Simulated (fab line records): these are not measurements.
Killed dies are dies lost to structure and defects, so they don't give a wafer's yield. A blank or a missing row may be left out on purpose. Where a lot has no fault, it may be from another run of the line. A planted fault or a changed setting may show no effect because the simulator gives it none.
Which of the tools did it? + flow gf180mcu + 12 lots with 36 wafers sampled at 5 steps, on a route of 602 steps

## WHAT EACH GAUGE READ, for each wafer
GF_SALICIDE_THK_MEAS_05: measures by xrf.
| lot  | measured     | on            | SALICIDE_TIN_THK (nm) |
|------|--------------|---------------|-----------------------|
| L198 | day 16 05:12 | film metro-01 | 19.8 19.6 19.6        |
| L200 | day 16 13:41 | film metro-01 | 19.7 19.7 19.6        |
| L199 | day 16 15:59 | film metro-03 | 19.7 20.2 20.1        |
| L201 | day 17 00:02 | film metro-03 | 19.9 19.7 20.0        |
| L202 | day 17 08:10 | film metro-03 | 20.3 20.2 20.0        |
| L206 | day 18 19:47 | film metro-04 | 19.4 19.2 19.2        |
| L207 | day 19 01:52 | film metro-03 | 20.3 19.9 20.1        |
| L208 | day 19 13:17 | film metro-03 | 20.5 20.2 20.5        |
| L209 | day 20 00:19 | film metro-04 | 19.6 19.9 19.9        |
| L216 | day 22 11:31 | film metro-01 | 19.6 19.7 19.7        |
| L218 | day 22 21:35 | film metro-03 | 19.6 19.2 19.5        |
| L219 | day 23 01:30 | film metro-04 | 19.7 19.7 19.8        |

GF_CONTACT_RS_MEAS_25: measures by four-point-probe.
| lot  | measured     | on            | CONTACT_W_RS (ohm/sq) |
|------|--------------|---------------|-----------------------|
| L198 | day 17 06:08 | film metro-02 | 0.391 0.379 0.381     |
| L200 | day 17 14:08 | film metro-03 | 0.384 0.383 0.385     |
| L199 | day 17 16:40 | film metro-03 | 0.382 0.386 0.381     |
| L201 | day 18 01:18 | film metro-03 | 0.385 0.378 0.381     |
| L202 | day 18 09:44 | film metro-03 | 0.379 0.382 0.380     |
| L206 | day 19 22:03 | film metro-02 | 0.378 0.376 0.378     |
| L207 | day 20 04:12 | film metro-04 | 0.383 0.381 0.292     |
| L208 | day 20 16:08 | film metro-03 | 0.378 0.378 0.292     |
| L209 | day 21 02:16 | film metro-04 | 0.379 0.382 0.292     |
| L216 | day 23 12:20 | film metro-03 | 0.378 0.381 0.383     |
| L218 | day 23 22:01 | film metro-04 | 0.387 0.384 0.386     |
| L219 | day 24 01:29 | film metro-04 | 0.381 0.385 0.383     |

GF_CONTACT_THK_MEAS_26: measures by xrf.
| lot  | measured     | on            | CONTACT_W_THK (nm) |
|------|--------------|---------------|--------------------|
| L198 | day 17 06:15 | film metro-02 | 315 323 323        |
| L200 | day 17 14:16 | film metro-03 | 316 317 315        |
| L199 | day 17 16:47 | film metro-03 | 318 313 322        |
| L201 | day 18 01:24 | film metro-03 | 318 326 321        |
| L202 | day 18 09:52 | film metro-03 | 324 320 321        |
| L206 | day 19 22:10 | film metro-02 | 319 321 321        |
| L207 | day 20 04:19 | film metro-04 | 315 318 419        |
| L208 | day 20 16:14 | film metro-03 | 327 324 430        |
| L209 | day 21 02:23 | film metro-04 | 318 314 418        |
| L216 | day 23 12:26 | film metro-03 | 323 320 319        |
| L218 | day 23 22:08 | film metro-04 | 310 312 310        |
| L219 | day 24 01:36 | film metro-04 | 317 313 314        |

## WHAT TOOL EACH LOT RAN ON (gives the tool, then ch and the chambers of the sampled wafers, and finally the start)
| lot  | GF_CONTACT_ETCH_16                 | GF_CONTACT_CVD_24             |
|------|------------------------------------|-------------------------------|
| L198 | rie diel-04 ch 2,3, day 17 05:26   | cvd w-01 ch 0,1, day 17 06:01 |
| L200 | rie diel-02 ch 0,2, day 17 13:29   | cvd w-01 ch 0,1, day 17 14:02 |
| L199 | rie diel-02 ch 0,1,3, day 17 15:59 | cvd w-01 ch 0,1, day 17 16:33 |
| L201 | rie diel-04 ch 1,2,3, day 18 00:32 | cvd w-01 ch 0,1, day 18 01:08 |
| L202 | rie diel-04 ch 1,2, day 18 09:05   | cvd w-01 ch 0,1, day 18 09:38 |
| L206 | rie diel-04 ch 0,1, day 19 21:23   | cvd w-02 ch 1, day 19 21:57   |
| L207 | rie diel-02 ch 0,1,3, day 20 03:32 | cvd w-02 ch 0,1, day 20 04:06 |
| L208 | rie diel-04 ch 1, day 20 15:20     | cvd w-02 ch 0,1, day 20 16:00 |
| L209 | rie diel-04 ch 1,3, day 21 01:35   | cvd w-02 ch 0,1, day 21 02:09 |
| L216 | rie diel-02 ch 0,1,3, day 23 11:37 | cvd w-01 ch 0,1, day 23 12:13 |
| L218 | rie diel-03 ch 1,2,3, day 23 21:20 | cvd w-02 ch 0,1, day 23 21:55 |
| L219 | rie diel-03 ch 2,3, day 24 00:47   | cvd w-02 ch 0,1, day 24 01:23 |
- GF_CONTACT_ETCH_16: etches BARC in N2/H2.
- GF_CONTACT_CVD_24: deposits W, target thk 300 nm, time 90.339 s.

## WHAT THE TOOLS THEMSELVES READ (means of the sampled wafers that have a number; where no wafer has one, the mark that the record gives instead)
GF_CONTACT_ETCH_16.
| lot  | tool        | drypump motor current A (A) | n2 flow sccm (sccm) | oes product au (a.u.) | throttle valve pct (%) |
|------|-------------|-----------------------------|---------------------|-----------------------|------------------------|
| L198 | rie diel-04 | 5.6                         | 100.12              | 0.854                 | 13.220                 |
| L200 | rie diel-02 | 6.1                         | 100.02              | 0.853                 | 13.225                 |
| L199 | rie diel-02 | 5.7                         | 100.13              | 0.853                 | 13.225                 |
| L201 | rie diel-04 | 5.5                         | 100.17              | 0.855                 | 13.218                 |
| L202 | rie diel-04 | 5.6                         | 99.73               | 0.854                 | 13.220                 |
| L206 | rie diel-04 | 5.3                         | 100.13              | 0.852                 | 13.238                 |
| L207 | rie diel-02 | 5.7                         | 99.91               | 0.850                 | 13.223                 |
| L208 | rie diel-04 | 5.4                         | 99.83               | 0.853                 | 13.223                 |
| L209 | rie diel-04 | 5.5                         | 100.24              | 0.856                 | 13.216                 |
| L216 | rie diel-02 | 5.7                         | 100.14              | 0.857                 | 13.230                 |
| L218 | rie diel-03 | 6.1                         | 99.81               | 0.855                 | 13.223                 |
| L219 | rie diel-03 | 6.3                         | 100.00              | 0.857                 | 13.234                 |

GF_CONTACT_CVD_24.
| lot  | tool     | heater power w (W) |
|------|----------|--------------------|
| L198 | cvd w-01 | 841                |
| L200 | cvd w-01 | 856                |
| L199 | cvd w-01 | 854                |
| L201 | cvd w-01 | 863                |
| L202 | cvd w-01 | 846                |
| L206 | cvd w-02 | 778                |
| L207 | cvd w-02 | 776                |
| L208 | cvd w-02 | 806                |
| L209 | cvd w-02 | 817                |
| L216 | cvd w-01 | 854                |
| L218 | cvd w-02 | 788                |
| L219 | cvd w-02 | 810                |

## THE ANSWER, worked out from the rows above alone
Rule: usual is defined by the lots themselves. Put in order of their means at a reading, lots are off if they are a third of the lots or fewer, leave a main group of 4 or more, and stand apart from it by a gap of 3 or more times the standard deviation of the main group's means; of several such gaps the widest counts. Not used: any main group whose means are identical at the precision the tables above print for the reading. Also off: a lot with no number at a reading for which 4 or more lots have one. Where the step has rows for the other lots, those lots are counted as sound. The gauges are gone through in route order, then the tools' own readings, and for those a lot's mean is taken as printed above. The first step at which some lot is off is used, and at that step the reading that is off furthest; a lot without a number counts as furthest.
Off: L207, L208, L209, at GF_CONTACT_RS_MEAS_25 (CONTACT_W_RS). For the main group the mean is 0.382 ohm/sq and the standard deviation 0.0023.
A tool fits if, at a process step before that reading, it ran every lot that is off, and no sound lot after the first of them. Gauges at GF_CONTACT_RS_MEAS_25: tried the same way as those tools. Not one of the candidates tried fits.

## WHAT WAS PUT IN BY THE SIMULATOR
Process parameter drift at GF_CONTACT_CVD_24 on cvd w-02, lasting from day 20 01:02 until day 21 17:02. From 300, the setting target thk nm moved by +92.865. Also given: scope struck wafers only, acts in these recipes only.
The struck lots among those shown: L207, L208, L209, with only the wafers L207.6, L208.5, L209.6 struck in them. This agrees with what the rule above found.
